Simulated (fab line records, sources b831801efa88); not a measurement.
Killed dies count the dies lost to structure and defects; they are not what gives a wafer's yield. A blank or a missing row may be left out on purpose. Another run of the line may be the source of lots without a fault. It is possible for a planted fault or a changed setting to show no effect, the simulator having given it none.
Which tool is to blame?    flow gf180mcu    42 wafers from 14 lots sampled at 5 of the route's 602 steps

== WHAT THE GAUGES SHOWED, per wafer ==
GF_VT_IMPLANT_RS_MEAS_46: a four-point-probe measurement. Usual: MVSD_RS gives 457.7 ohm/sq (standard deviation 1.3).
lot   measured      on             MVSD_RS (ohm/sq)   flag
L192  day 7 14:07   film-metro-04  456.4 457.3 455.3  
L193  day 7 22:57   film-metro-04  456.4 455.6 458.0  
L194  day 8 06:39   film-metro-01  458.7 456.9 457.7  
L195  day 8 13:04   film-metro-03  457.5 457.2 459.0  
L196  day 8 18:04   film-metro-03  458.1 458.4 458.0  
L197  day 9 06:16   film-metro-04  457.6 458.4 458.3  
L198  day 9 08:08   film-metro-01  456.3 457.0 457.0  
L200  day 9 18:47   film-metro-04  457.7 457.3 458.4  
L208  day 12 04:02  film-metro-01  456.8 455.8 455.9  
L209  day 12 07:56  film-metro-03  459.5 460.2 459.3  
L210  day 12 15:58  film-metro-01  454.4 453.9 455.3  
L211  day 13 02:39  film-metro-04  456.9 458.7 457.2  
L212  day 13 05:47  film-metro-03  458.9 458.8 460.3  
L213  day 13 10:42  film-metro-04  456.9 456.4 456.4  

GF_HV_LDD_CD_MEAS_07: the cd target is 400 nm. Usual: cd-nm 400.1 nm, standard deviation 2.6.
lot   measured      on         cd-nm (nm)         flag
L192  day 9 23:35   cd-sem-02  399.0 400.3 399.1  
L193  day 10 11:14  cd-sem-02  396.0 395.3 395.3  
L194  day 10 18:32  cd-sem-02  399.1 400.4 397.7  
L195  day 11 03:24  cd-sem-01  397.8 397.4 399.7  
L196  day 11 08:29  cd-sem-01  398.3 400.7 396.9  
L197  day 11 18:49  cd-sem-01  400.2 402.3 405.6  
L198  day 11 21:14  cd-sem-02  400.7 400.6 400.0  
L200  day 12 10:23  cd-sem-01  400.2 399.8 399.7  
L208  day 15 00:20  cd-sem-01  402.2 402.6 402.7  
L209  day 15 04:56  cd-sem-01  399.1 398.2 398.9  
L210  day 15 12:35  cd-sem-02  399.1 401.4 400.3  
L211  day 16 01:52  cd-sem-02  404.6 402.8 404.8  
L212  day 16 06:20  cd-sem-01  399.2 400.5 399.2  
L213  day 16 10:30  cd-sem-01  405.2 405.5 404.7  

GF_HV_LDD_RS_MEAS_53: a four-point-probe measurement. Usual: HV_LDD_RS gives 418.3 ohm/sq (standard deviation 1.1).
lot   measured      on             HV_LDD_RS (ohm/sq)  flag
L192  day 12 08:49  film-metro-04  418.6 418.0 417.7   
L193  day 12 20:52  film-metro-01  416.7 417.4 416.4   
L194  day 13 05:40  film-metro-01  418.1 418.0 418.4   
L195  day 13 15:29  film-metro-03  419.1 419.5 420.3   
L196  day 13 20:46  film-metro-01  416.6 417.5 417.2   
L197  day 14 08:00  film-metro-04  418.1 417.7 417.7   
L198  day 14 11:25  film-metro-03  418.1 418.8 418.2   
L200  day 15 01:12  film-metro-04  417.7 418.0 418.4   
L208  day 17 19:35  film-metro-04  417.6 418.5 417.6   
L209  day 18 01:53  film-metro-01  408.6 409.0 410.9   OFF
L210  day 18 10:23  film-metro-01  411.0 411.3 410.1   OFF
L211  day 19 00:41  film-metro-03  419.0 419.8 419.9   
L212  day 19 05:01  film-metro-01  417.7 418.7 419.9   
L213  day 19 10:17  film-metro-03  419.0 419.2 420.8   

== TOOL THAT RAN EACH LOT (tool first, then ch and the chambers of the sampled wafers, then the start) ==
lot   GF_VT_IMPLANT_RTA_45              GF_HV_LDD_IMPLANT_09
L192  rtp-anneal-02 ch 0, day 7 14:01   implanter-01 ch 0, day 9 23:44
L193  rtp-anneal-01 ch 0, day 7 22:51   implanter-01 ch 0, day 10 11:24
L194  rtp-anneal-02 ch 0, day 8 06:33   implanter-01 ch 0, day 10 18:42
L195  rtp-anneal-02 ch 0, day 8 12:57   implanter-02 ch 0, day 11 03:34
L196  rtp-anneal-02 ch 0, day 8 17:57   implanter-04 ch 0, day 11 08:39
L197  rtp-anneal-01 ch 0, day 9 06:10   implanter-04 ch 0, day 11 18:58
L198  rtp-anneal-01 ch 0, day 9 08:02   implanter-01 ch 0, day 11 21:24
L200  rtp-anneal-01 ch 0, day 9 18:41   implanter-02 ch 0, day 12 10:32
L208  rtp-anneal-02 ch 0, day 12 03:56  implanter-02 ch 0, day 15 00:31
L209  rtp-anneal-02 ch 0, day 12 07:50  implanter-02 ch 0, day 15 05:06
L210  rtp-anneal-01 ch 0, day 12 15:52  implanter-02 ch 0, day 15 12:44
L211  rtp-anneal-02 ch 0, day 13 02:32  implanter-01 ch 0, day 16 02:02
L212  rtp-anneal-01 ch 0, day 13 05:41  implanter-01 ch 0, day 16 06:30
L213  rtp-anneal-02 ch 0, day 13 10:36  implanter-01 ch 0, day 16 10:40
- GF_VT_IMPLANT_RTA_45: time 30 s.
- GF_HV_LDD_IMPLANT_09

== AS READ BY THE TOOLS THEMSELVES (means over the sampled wafers that have a number; for cases with no such wafer, the mark the record gives instead) ==
GF_VT_IMPLANT_RTA_45. Usual: lamp-power-pct 32.6 %, standard deviation 1.5; wafer_temp_C_max 1056.0, standard deviation 1.4.
lot   tool           lamp-power-pct (%)  wafer_temp_C_max  flag
L192  rtp-anneal-02  34.0                1055.1            
L193  rtp-anneal-01  31.0                1056.9            
L194  rtp-anneal-02  34.0                1055.7            
L195  rtp-anneal-02  34.0                1055.1            
L196  rtp-anneal-02  33.9                1056.9            
L197  rtp-anneal-01  31.0                1057.3            
L198  rtp-anneal-01  31.0                1056.3            
L200  rtp-anneal-01  30.9                1055.9            
L208  rtp-anneal-02  34.0                1056.6            
L209  rtp-anneal-02  34.0                1055.6            
L210  rtp-anneal-01  30.9                1055.8            
L211  rtp-anneal-02  34.0                1055.4            
L212  rtp-anneal-01  30.9                1056.5            
L213  rtp-anneal-02  34.0                1055.3            

GF_HV_LDD_IMPLANT_09. Usual: dose-ions-cm2 1e+14, standard deviation 9e+10.
lot   tool          dose-ions-cm2  flag
L192  implanter-01  1e+14          
L193  implanter-01  1e+14          
L194  implanter-01  1e+14          
L195  implanter-02  1e+14          
L196  implanter-04  1e+14          
L197  implanter-04  1e+14          
L198  implanter-01  1e+14          
L200  implanter-02  1e+14          
L208  implanter-02  1e+14          
L209  implanter-02  1e+14          
L210  implanter-02  1e+14          
L211  implanter-01  1e+14          
L212  implanter-01  1e+14          
L213  implanter-01  1e+14          

== THE ANSWER, worked out from the rows above alone ==
Rule: a lot counts as off when the mean over its wafers that have a number is more than 3 standard deviations away from the usual mean. A lot without any number at a reading at which 4 lots or more have one is off too. The other lots that the step has rows for count as sound. The gauges are gone through in route order, then the tools' own readings, and for those a lot's mean is taken as printed above. At the first step where some lot is off, the reading lying furthest off is the one used; lots without a number count as furthest.
Off: L209, L210, seen at GF_HV_LDD_RS_MEAS_53 (HV_LDD_RS).
If a tool, at a process step before that reading, ran all the lots that are off and no sound lot after the first of them, it fits. The gauges at GF_HV_LDD_RS_MEAS_53 are tried like those tools. One fits: implanter-02 at GF_HV_LDD_IMPLANT_09. A fault onset in the window from L208 (day 15 00:31, its last sound lot) to L209 (day 15 05:06, its first lot off) fits.

== WHAT HAD BEEN PUT IN BY THE SIMULATOR ==
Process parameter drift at GF_HV_LDD_IMPLANT_09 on implanter-02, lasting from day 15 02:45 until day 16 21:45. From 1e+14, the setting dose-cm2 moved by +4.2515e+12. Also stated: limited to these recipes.
Shown lots that were struck: L209, L210. The rule above found the same.
